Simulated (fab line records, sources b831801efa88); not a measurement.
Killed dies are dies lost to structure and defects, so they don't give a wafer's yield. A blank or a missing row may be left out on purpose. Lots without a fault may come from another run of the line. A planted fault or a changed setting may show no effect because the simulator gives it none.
Which tool did it? | flow sky130 | 10 lots, 30 wafers sampled, at 6 steps of a route of 708

WHAT THE GAUGES READ, wafer by wafer
SKY_POLY_CUT_CD_MEAS_08: target cd 270 nm.
lot  | measured     | on        | cd_nm (nm)
L157 | day 26 01:43 | cd_sem-01 | 269.4 270.5 271.7
L158 | day 26 15:46 | cd_sem-02 | 269.2 269.3 268.6
L162 | day 27 17:31 | cd_sem-02 | 266.7 268.0 269.3
L165 | day 28 14:08 | cd_sem-01 | 270.0 270.4 269.0
L164 | day 28 18:01 | cd_sem-02 | 270.0 269.0 270.3
L168 | day 29 09:28 | cd_sem-02 | 269.3 271.4 269.7
L167 | day 29 14:07 | cd_sem-02 | 271.3 271.5 270.6
L172 | day 30 20:08 | cd_sem-02 | 269.9 270.8 271.2
L173 | day 31 00:14 | cd_sem-02 | 269.4 269.6 269.7
L174 | day 31 13:28 | cd_sem-02 | 272.4 271.9 270.5

SKY_SD_N_TW_MEAS_12.
lot  | measured     | on            | SD_N_TW
L157 | day 29 17:20 | film_metro-02 | 3903 3908 3917
L158 | day 30 05:53 | film_metro-02 | 3930 3916 3941
L162 | day 31 06:14 | film_metro-04 | 3976 3995 3960
L165 | day 32 03:59 | film_metro-04 | 3878 3852 3846
L164 | day 32 05:38 | film_metro-02 | 3799 3801 3795 3806 3814 3768
L168 | day 32 19:35 | film_metro-01 | 3971 3969 3974
L167 | day 33 01:38 | film_metro-01 | 3984 3971 3983
L172 | day 34 05:18 | film_metro-04 | 3993 4005 3982
L173 | day 34 10:08 | film_metro-02 | 3940 3926 3936
L174 | day 35 18:39 | film_metro-02 | 3924 3920 3921

SKY_SD_N_RS_MEAS_16: measures by four-point-probe.
lot  | measured     | on            | SD_N_RS (ohm/sq)
L157 | day 29 17:38 | film_metro-01 | 68.71 68.66 68.84
L158 | day 30 06:11 | film_metro-01 | 68.71 68.70 68.56
L162 | day 31 06:31 | film_metro-02 | 68.79 68.61 68.71
L165 | day 32 04:17 | film_metro-02 | 73.15 73.11 73.16 73.16 73.00 73.15
L164 | day 32 07:21 | film_metro-04 | 73.06 72.97 73.06 72.91 73.07 72.89
L168 | day 32 19:52 | film_metro-01 | 68.78 68.78 68.70
L167 | day 33 01:55 | film_metro-04 | 68.64 68.63 68.69
L172 | day 34 05:36 | film_metro-02 | 68.37 68.43 68.60
L173 | day 34 10:25 | film_metro-04 | 68.68 68.72 68.57
L174 | day 35 18:56 | film_metro-04 | 68.54 68.54 68.64

SKY_LI_CONTACT_CD_MEAS_12: target cd 170 nm.
lot  | measured     | on        | cd_nm (nm)
L157 | day 30 22:11 | cd_sem-01 | 168.3 169.4 171.6
L158 | day 31 10:47 | cd_sem-01 | 173.0 171.1 169.6
L162 | day 32 11:16 | cd_sem-02 | 172.9 171.9 171.4
L165 | day 33 07:38 | cd_sem-01 | 174.4 173.2 173.7
L164 | day 33 09:38 | cd_sem-02 | 172.2 172.6 171.8
L168 | day 33 23:28 | cd_sem-01 | 171.5 171.2 171.6
L167 | day 34 05:04 | cd_sem-01 | 168.7 170.3 169.1
L172 | day 35 21:01 | cd_sem-01 | 169.7 169.8 169.6
L173 | day 35 22:54 | cd_sem-01 | 169.7 170.5 172.1
L174 | day 36 11:46 | cd_sem-01 | 170.3 170.0 169.4

WHICH TOOL RAN EACH LOT (tool, then ch and the chambers of the sampled wafers, then the start)
lot  | SKY_SD_N_IMPLANT_09             | SKY_SD_N_STRIP_11
L157 | implanter-03 ch 0, day 29 16:56 | plasma_asher-02 ch 0,1, day 29 17:14
L158 | implanter-02 ch 0, day 30 05:29 | plasma_asher-01 ch 0,1, day 30 05:47
L162 | implanter-02 ch 0, day 31 05:50 | plasma_asher-03 ch 0,1, day 31 06:08
L165 | implanter-02 ch 0, day 32 03:37 | plasma_asher-01 ch 0,1, day 32 03:53
L164 | implanter-02 ch 0, day 32 05:14 | plasma_asher-01 ch 0,1, day 32 05:32
L168 | implanter-03 ch 0, day 32 19:11 | plasma_asher-03 ch 0,1, day 32 19:29
L167 | implanter-03 ch 0, day 33 01:14 | plasma_asher-03 ch 0,1, day 33 01:32
L172 | implanter-03 ch 0, day 34 04:56 | plasma_asher-01 ch 0,1, day 34 05:13
L173 | implanter-01 ch 0, day 34 09:44 | plasma_asher-02 ch 0,1, day 34 10:02
L174 | implanter-01 ch 0, day 35 18:15 | plasma_asher-03 ch 0,1, day 35 18:33
- SKY_SD_N_IMPLANT_09
- SKY_SD_N_STRIP_11: strips in O2/N2.

WHAT THE TOOLS THEMSELVES READ (means of the sampled wafers that have a number; where no wafer has one, the mark that the record gives instead)
SKY_SD_N_IMPLANT_09.
lot  | tool         | beam_energy_keV | dose_ions_cm2
L157 | implanter-03 | 49.987          | 4e+15
L158 | implanter-02 | 49.999          | 4e+15
L162 | implanter-02 | 50.015          | 4e+15
L165 | implanter-02 | 44.166          | 4e+15
L164 | implanter-02 | 44.172          | 4e+15
L168 | implanter-03 | 50.014          | 4e+15
L167 | implanter-03 | 50.009          | 4e+15
L172 | implanter-03 | 49.990          | 4e+15
L173 | implanter-01 | 50.020          | 4e+15
L174 | implanter-01 | 49.993          | 4e+15

SKY_SD_N_STRIP_11.
lot  | tool            | chamber_pressure_mTorr (mTorr) | drypump_motor_current_A (A) | oes_product_au (a.u.) | strip_time_to_endpoint_s (s)
L157 | plasma_asher-02 | 1500.2                         | 5.7                         | 0.527                 | 22.59
L158 | plasma_asher-01 | 1498.9                         | 5.1                         | 0.531                 | 22.56
L162 | plasma_asher-03 | 1500.5                         | 5.4                         | 0.530                 | 22.51
L165 | plasma_asher-01 | 1501.3                         | 5.0                         | 0.543                 | 21.67
L164 | plasma_asher-01 | 1499.4                         | 5.1                         | 0.543                 | 21.64
L168 | plasma_asher-03 | 1499.1                         | 5.4                         | 0.534                 | 22.56
L167 | plasma_asher-03 | 1500.3                         | 5.5                         | 0.525                 | 22.46
L172 | plasma_asher-01 | 1500.4                         | 5.0                         | 0.525                 | 22.52
L173 | plasma_asher-02 | 1500.7                         | 5.4                         | 0.524                 | 22.51
L174 | plasma_asher-03 | 1499.9                         | 5.5                         | 0.527                 | 22.55

THE ANSWER, worked out from the rows above alone
Rule: what is usual is taken from the lots themselves. Put in order of their means at a reading, lots are off if they are a third of the lots or fewer, leave a main group of 4 or more, and stand apart from it by a gap of 3 or more times the standard deviation of the main group's means; of several such gaps the widest counts. A main group whose means are all the same, to the digits that the tables above print for the reading, isn't used. A lot without any number at a reading at which 4 lots or more have one is off too. The other lots that the step has rows for count as sound. The gauges are gone through in route order, then the tools' own readings, and for those a lot's mean is taken as printed above. The first step at which some lot is off is used, and at that step the reading that is off furthest; a lot without a number counts as furthest.
Off: L165, L164, at SKY_SD_N_RS_MEAS_16 (SD_N_RS). The main group: mean 68.65 ohm/sq, standard deviation 0.087.
A tool fits if, at a process step before that reading, it ran every lot that is off, and no sound lot after the first of them. The gauges at SKY_SD_N_RS_MEAS_16 aren't tried: what is off there is off at SKY_SD_N_IMPLANT_09 too, on other tools, and a gauge's error can't cause that. One fits: implanter-02 at SKY_SD_N_IMPLANT_09. Its last sound lot is L162 (day 31 05:50), its first lot that is off L165 (day 32 03:37): a fault that began between those two fits.
The tool's own readings at SKY_SD_N_IMPLANT_09 bear it out: on the lots that are off they differ by more than 5 times the standard deviation of the sound lots' means. beam_energy_keV reads 44.169 there against 50.003 on the sound lots.

WHAT THE SIMULATOR HAD PUT IN
Process parameter drift: implanter-02, from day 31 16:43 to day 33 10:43, at SKY_SD_N_IMPLANT_09. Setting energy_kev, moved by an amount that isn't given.
Lots struck among those shown: L165, L164. The rule above found the same.
